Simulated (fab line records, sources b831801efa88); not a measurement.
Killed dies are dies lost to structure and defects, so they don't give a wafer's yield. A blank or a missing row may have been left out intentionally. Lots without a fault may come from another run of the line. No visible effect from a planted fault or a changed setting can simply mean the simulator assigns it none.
Problem report, 8D (eight disciplines) form, completed by code :: flow sky130 :: the parts of the form that need people (team, actions taken, sign-off) are left out

== 1. WHAT WENT WRONG ==
rf fwd power W at SKY_POLY_GATE_ETCH_16 reads a mean of 334.1 W on 6 wafers of 2 lots; wafers without a fault read 398.1 W with a standard deviation of 1.4. Measured from the usual mean, that is -46 standard deviations.
The step: etches Si3N4 in CH3F/O2, stops on poly-Si, time 147.5 s, target depth 75 nm.
The first sign was on wafer L492.1 at day 23 13:52, on rie diel-04. The record has a number at this step for 36 wafers belonging to 12 lots. Rule for "out" (also "out of limits"): further than 4 standard deviations from the usual mean. The rest of the wafers with a number are treated as sound.

== 2. WHAT THIS IS AND IS NOT ==
question: which readings at this step
is: rf fwd power W
is not: ch3f flow sccm, drypump motor current A, throttle valve pct

question: which lots
is: L492, L494
is not: L476, L477, L478, L479, L480, L481, L487, L495, L497, L498

question: which wafers of those lots
is: all that have a number
is not: -

question: read on which tools
is: rie diel-04
is not: rie diel-01, rie diel-03

question: when
is: from day 23 13:52
is not: up to then (21 sound wafers); but 9 sound wafers of L495, L497, L498 came after

== 3. WHAT RULES OUT EACH SUSPECT ==
Counting: a tool at any process step up to the reading remains a suspect when it ran all the lots that are out and ran no sound lot after the first of those.
- rie diel-04 at SKY_POLY_GATE_ETCH_16 (etches Si3N4 in CH3F/O2, stops on poly-Si, time 147.5 s, target depth 75 nm): kept. It ran every lot that is out, first L492 (day 23 13:52), and no sound lot after that; its last sound lot up to then is L481 (day 20 00:59). Its own readings are out on those wafers: rf fwd power W.
Remaining after the count: rie diel-04 at SKY_POLY_GATE_ETCH_16.

== 4. THE CAUSE (what the simulator had put in) ==
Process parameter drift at SKY_POLY_GATE_ETCH_16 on rie diel-04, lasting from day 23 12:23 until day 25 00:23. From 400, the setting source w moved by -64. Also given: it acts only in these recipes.
Counting left only this tool.

== 5. THE EFFECT CHAIN, in route order ==
One row per reading whose mean, taken over the struck wafers that have a number, lies over 3 standard deviations from the usual. Only readings for which the record gives a usual standard deviation are gone through. hours: the time from each lot's start at the first step in this table that gives one to its start at this step, as a median over the lots. sigmas: the change in usual standard deviations.
hours: 0
step: SKY_POLY_GATE_ETCH_16
reading: rf fwd power W
usual: 398.1 W
on struck wafers: 334.1
change: -64.0
sigmas: -46
The process steps in it:
- SKY_POLY_GATE_ETCH_16: etches Si3N4 in CH3F/O2, stops on poly-Si, time 147.5 s, target depth 75 nm.
Later measuring or inspecting steps at which every struck wafer that the step has a row for has a number for every such reading, and none has moved that far: SKY_POLY_GATE_CD_MEAS_22, SKY_LDD_N_OVL_MEAS_07.

== 6. WHAT WOULD HAVE CAUGHT IT SOONER ==
In this record the first reading out of limits was taken at day 23 13:52, 1 hour after the fault began at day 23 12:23.
